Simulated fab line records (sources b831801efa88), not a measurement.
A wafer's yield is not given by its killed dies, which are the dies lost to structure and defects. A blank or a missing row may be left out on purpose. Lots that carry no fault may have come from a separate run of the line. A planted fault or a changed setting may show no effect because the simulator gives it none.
Which tool did it?    flow sky130    11 lots (33 wafers sampled), 1 step of a 708-step route

WHAT THE GAUGES SHOWED, per wafer
SKY_CONTACT_RS_MEAS_25: measurement is done with a four-point probe.
lot   measured      on            CONTACT_W_RS (ohm/sq)
L257  day 33 03:33  filmMetro-02  0.340 0.330 0.342
L260  day 33 23:52  filmMetro-01  0.329 0.331 0.332
L261  day 34 10:03  filmMetro-01  0.343 0.336 0.345
L262  day 34 15:40  filmMetro-01  0.344 0.339 0.343
L263  day 35 00:01  filmMetro-01  0.335 0.331 0.335
L270  day 37 13:00  filmMetro-02  0.333 0.338 0.330
L271  day 38 03:22  filmMetro-04  0.333 0.334 0.335
L273  day 38 11:32  filmMetro-01  0.342 0.346 0.339
L277  day 39 07:40  filmMetro-02  0.336 0.335 0.334
L278  day 39 14:29  filmMetro-04  0.337 0.334 0.337
L279  day 39 16:42  filmMetro-02  0.338 0.342 0.335

EACH LOT AND THE TOOL THAT RAN IT (in order: tool; ch and the chambers of the sampled wafers; start)
The record holds no process step before these readings.

THE ANSWER, worked out from the rows above alone
Rule: usual is defined by the lots themselves. Put in order of their means at a reading, lots are off if they are a third of the lots or fewer, leave a main group of 4 or more, and stand apart from it by a gap of 3 or more times the standard deviation of the main group's means; of several such gaps the widest counts. The tables above print the reading to a certain number of digits; a main group whose means all agree to those digits is not used. Also off: a lot with no number at a reading for which 4 or more lots have one. The other lots that the step has rows for count as sound.
Across all readings shown, no lot is off: no conclusion can be drawn from this.

WHAT THE SIMULATOR HAD PUT IN
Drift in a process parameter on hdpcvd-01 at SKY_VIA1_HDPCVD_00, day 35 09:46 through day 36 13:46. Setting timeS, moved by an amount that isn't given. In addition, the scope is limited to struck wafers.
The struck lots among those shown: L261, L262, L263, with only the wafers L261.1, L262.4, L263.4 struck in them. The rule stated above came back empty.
